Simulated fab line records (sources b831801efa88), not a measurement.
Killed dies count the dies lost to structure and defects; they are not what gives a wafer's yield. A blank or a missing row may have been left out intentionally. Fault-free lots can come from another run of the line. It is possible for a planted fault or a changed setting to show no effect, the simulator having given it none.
The tool behind it: which one? :: flow gf180mcu :: Sampling: 6 lots, 18 wafers, 2 of 602 route steps

== WHAT THE GAUGES SHOWED, per wafer ==
GF_PSD_CD_MEAS_07: target cd 400 nm.
lot: L341
measured: day 14 11:22
on: cd-sem-01
cd-nm (nm): 397.9 399.7 397.3

lot: L344
measured: day 15 20:55
on: cd-sem-02
cd-nm (nm): 402.8 400.0 402.4

lot: L348
measured: day 16 21:05
on: cd-sem-01
cd-nm (nm): 400.4 400.9 398.5

lot: L351
measured: day 18 03:46
on: cd-sem-01
cd-nm (nm): 400.1 401.6 401.3

lot: L357
measured: day 20 07:29
on: cd-sem-02
cd-nm (nm): 383.5 383.2 383.0

lot: L360
measured: day 21 09:30
on: cd-sem-02
cd-nm (nm): 400.4 400.9 400.5

== WHAT TOOL EACH LOT RAN ON (gives the tool, then ch and the chambers of the sampled wafers, and finally the start) ==
lot: L341
GF_PSD_EXPOSE_04: iline-stepper-01 ch 0, day 14 01:37

lot: L344
GF_PSD_EXPOSE_04: iline-stepper-02 ch 0, day 15 10:11

lot: L348
GF_PSD_EXPOSE_04: iline-stepper-02 ch 0, day 16 10:05

lot: L351
GF_PSD_EXPOSE_04: iline-stepper-01 ch 0, day 17 16:30

lot: L357
GF_PSD_EXPOSE_04: iline-stepper-01 ch 0, day 19 19:31

lot: L360
GF_PSD_EXPOSE_04: iline-stepper-02 ch 0, day 20 22:04
- GF_PSD_EXPOSE_04: exposes mask Pplus, target cd 400 nm.

== THE ANSWER, worked out from the rows above alone ==
Rule: usual is defined by the lots themselves. The widest of any qualifying gaps counts: lots, ordered by their means at a reading, are off when they make up no more than a third of the lots, leave a main group of 4 or more, and stand apart from it by 3 or more times the standard deviation of that group's means. If all means in a main group match to the digits the tables above print for the reading, that group is not used. A lot without any number at a reading at which 4 lots or more have one is off too. The other lots that the step has rows for count as sound.
Off: L357, at GF_PSD_CD_MEAS_07 (cd-nm). Main group: mean 400.3 nm, sd 1.2.
A tool fits if, at a process step before that reading, it ran every lot that is off, and no sound lot after the first of them. Those tools and the gauges at GF_PSD_CD_MEAS_07 are tried in the same way. One candidate fits, namely iline-stepper-01 at GF_PSD_EXPOSE_04. Its last sound lot is L351 (day 17 16:30), its first lot that is off L357 (day 19 19:31): a fault that began between those two fits.

== WHAT WAS PUT IN BY THE SIMULATOR ==
Process parameter drift: iline-stepper-01, from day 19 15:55 on, at GF_PSD_EXPOSE_04. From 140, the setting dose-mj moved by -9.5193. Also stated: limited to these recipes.
Lots struck among those shown: L357. The same result came from the rule above.
